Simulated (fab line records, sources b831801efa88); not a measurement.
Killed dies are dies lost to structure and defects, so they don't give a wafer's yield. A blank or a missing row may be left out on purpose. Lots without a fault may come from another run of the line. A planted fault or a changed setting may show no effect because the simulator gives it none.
Which tool did it? | flow sky130 | 12 lots, 36 wafers sampled, at 2 steps of a route of 708

WHAT THE GAUGES READ, wafer by wafer
SKY_METAL2_OVL_MEAS_16.
lot  | measured     | on         | METAL2_OVL (nm)
L075 | day 36 10:55 | overlay-02 | 12 3 3
L077 | day 36 20:49 | overlay-01 | 11 16 14
L079 | day 37 22:32 | overlay-02 | 3 -3 6
L081 | day 38 07:41 | overlay-02 | 4 19 6
L083 | day 39 00:46 | overlay-01 | -5 -1 4
L085 | day 39 07:46 | overlay-02 | 2 7 7
L088 | day 40 04:07 | overlay-01 | 2 19 6
L089 | day 40 06:49 | overlay-01 | 4 6 8
L091 | day 40 20:31 | overlay-01 | 5 -7 0
L093 | day 41 10:10 | overlay-01 | 4 4 5
L095 | day 41 21:33 | overlay-02 | 21 15 14
L097 | day 42 15:04 | overlay-01 | 11 11 9

WHICH TOOL RAN EACH LOT (tool, then ch and the chambers of the sampled wafers, then the start)
lot  | SKY_METAL2_SPUTTER_04
L075 | pvd_sputter-02, day 35 08:19
L077 | pvd_sputter-01, day 35 17:45
L079 | pvd_sputter-02, day 36 19:23
L081 | pvd_sputter-02, day 37 04:52
L083 | pvd_sputter-02, day 37 22:15
L085 | pvd_sputter-01, day 38 05:43
L088 | pvd_sputter-03, day 39 02:05
L089 | pvd_sputter-02, day 39 05:17
L091 | pvd_sputter-01, day 39 18:41
L093 | pvd_sputter-03, day 40 08:48
L095 | pvd_sputter-01, day 40 20:15
L097 | pvd_sputter-01, day 41 14:05
- SKY_METAL2_SPUTTER_04: material TiN, target thk 70 nm, time 58.3 s.

THE ANSWER, worked out from the rows above alone
Rule: what is usual is taken from the lots themselves. Put in order of their means at a reading, lots are off if they are a third of the lots or fewer, leave a main group of 4 or more, and stand apart from it by a gap of 3 or more times the standard deviation of the main group's means; of several such gaps the widest counts. A main group whose means are all the same, to the digits that the tables above print for the reading, isn't used. A lot without any number at a reading at which 4 lots or more have one is off too. The other lots that the step has rows for count as sound.
No lot is off at any reading shown: from this, nothing can be told.

WHAT THE SIMULATOR HAD PUT IN
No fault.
